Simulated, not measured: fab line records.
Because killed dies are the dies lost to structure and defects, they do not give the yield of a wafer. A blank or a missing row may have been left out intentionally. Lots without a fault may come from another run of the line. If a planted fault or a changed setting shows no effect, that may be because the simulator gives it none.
A struck lot beside a sound one	flow sky130	14 out of 708 route steps
Sound: wafers L186.1, L186.2, L186.6. The struck wafers were L192.1, L192.3, L192.4. The cause is named last.
Order at every step that has rows: each side's tool, ch and its chambers, its first start. Under that, the readings that differ: sound wafers	struck wafers	difference of the means	sigmas: that difference in standard deviations of wafers without a fault.
alike: same words and numbers on both sides, and readings whose means sit less than 2 such deviations apart. not compared: any withheld reading, any reading some wafer has no value for, any bound like >300 that may hide the same value, and any number with overlapping values for which the record gives no deviation.
A row with sigmas, a row that says differs or no value, or rows on one side alone: a step with any of these is where the two part. Numbers that don't overlap but have no deviation are shown without sigmas and don't part them. A reading missing from all wafers of one side parts the sides only when that side holds two or more wafers.

first, 1 step without rows for these wafers: SKY_VIA2_ETCH_14 (etches BARC in N2/H2, stops on SiO2, time 45.9 s, target depth 60 nm).
SKY_VIA2_ETCH_15: etches SiO2 in C4F8/O2/Ar, stops on TiN, target depth 546 nm, time 84 s.
  sound on rie-diel-01 ch 0,1,2, day 39 03:28; struck on rie-diel-02 ch 2,3, day 40 20:34
  alike: oes-product-au
  not compared: rf-hours-counter-h
then, 4 steps without rows for these wafers: SKY_VIA2_STRIP_16 (strips in O2/N2); SKY_VIA2_STRIP_17 (strips in post etch residue remover, time 1200 s); SKY_VIA2_CLEAN_18 (cleans in IPA, time 180 s); SKY_VIA2_CLEAN_19 (cleans in O3/DIW).
SKY_VIA2_SPUTTER_20: material TiN, target thk 20 nm, time 80 s.
  sound: pvd-sputter-04 at day 39 04:07; struck: pvd-sputter-04 at day 40 21:14
  alike: throttle-valve-pct
then, 1 step without rows for these wafers: SKY_VIA2_CVD_21 (deposits W, target thk 420 nm, time 126.4 s).
SKY_VIA2_RS_MEAS_22: a four-point-probe measurement.
  sound: film-metro-01 at day 39 04:26; struck: film-metro-01 at day 40 21:25
  alike: VIA2_W_RS
SKY_VIA2_THK_MEAS_23: measures by xrf.
  sound: film-metro-01 at day 39 04:33; struck: film-metro-01 at day 40 21:32
  alike: VIA2_W_THK
SKY_VIA2_CMP_24: polishes, stops on SiO2, t overpolish 20 s, target thk 0 nm.
  sound on cmp-01 ch 2,3, day 39 04:37; struck on cmp-02 ch 0,2,3, day 40 21:36
  alike: motor-current-A, overpolish-run-s, time-to-endpoint-s
SKY_METAL3_SPUTTER_00: material Ti, target thk 15 nm, time 10 s.
  sound: pvd-sputter-03 at day 39 04:55; struck: pvd-sputter-03 at day 40 21:54
  alike: throttle-valve-pct
SKY_METAL3_SPUTTER_01: material TiN, target thk 20 nm, time 16.7 s.
  sound: pvd-sputter-03 at day 39 04:56; struck: pvd-sputter-03 at day 40 21:55
reading	sound	struck	difference	sigmas
model.TiN_of_METAL3_SPUTTER_01.thk-nm (nm)	19.87 20.12 20.05	16.27 16.19 16.14	-3.81	
  alike: throttle-valve-pct
SKY_METAL3_SPUTTER_02: material AlCu, target thk 735 nm, time 39.1 s.
  sound: pvd-sputter-03 at day 39 04:58; struck: pvd-sputter-03 at day 40 21:57
  alike: throttle-valve-pct

WHERE THEY PART
Nowhere in this record.

WHY: whatever the simulator had introduced
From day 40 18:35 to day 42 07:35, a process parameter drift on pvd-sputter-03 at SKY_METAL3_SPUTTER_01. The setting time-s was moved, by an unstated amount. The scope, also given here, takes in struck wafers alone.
